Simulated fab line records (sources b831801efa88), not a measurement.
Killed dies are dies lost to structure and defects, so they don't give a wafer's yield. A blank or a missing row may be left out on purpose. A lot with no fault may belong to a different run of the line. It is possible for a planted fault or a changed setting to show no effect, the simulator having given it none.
Matching of chambers | flow sky130 | 4 sister chambers for SKY_VIA2_CMP_24 on cmp-01
The step polishes, stops on SiO2, t overpolish 20 s, target thk 0 nm. 4 wafers are shown with their chamber, then 7 later ones without.

WAFERS WITH THEIR CHAMBER
wafer  | chamber | motor-current-A (A)
L593.3 | 0       | 11.5
L593.6 | 1       | 11.8
L597.1 | 2       | 11.0
L597.2 | 3       | 10.7

WAFERS WITHOUT THEIR CHAMBER
wafer  | motor-current-A (A)
L597.5 | 11.5
L600.1 | 11.1
L600.4 | 11.6
L600.6 | 10.5
L604.3 | 11.7
L604.4 | 11.8
L604.5 | 11.3

EACH ONE'S CHAMBER
wafer  | from the rows above     | in truth
L597.5 | 0                       | 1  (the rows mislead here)
L600.1 | 2                       | 2
L600.4 | can't be placed: 0 or 1 | 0
L600.6 | 3                       | 3
L604.3 | can't be placed: 1 or 0 | 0
L604.4 | 1                       | 1
L604.5 | can't be placed: 0 or 2 | 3
Correctly placed: 3 of 7. From these rows, 3 cannot be placed; in 2 the true chamber is one of the candidates. Number placed wrongly: 1.
How it was worked out, from the rows above alone: a wafer's distance from a chamber is the root of the sum, over the readings, of the square of ((its reading less the chamber's mean) divided by the reading's scatter). If the next closest chamber is less than 2 further off than the closest, the wafer can't be placed; otherwise it belongs to the closest. For every chamber, the mean is computed from those of its wafers that are shown. The scatter (one wafer shown for each chamber): square how far every hidden wafer sits from the nearest shown wafer, average those squares and take the square root.
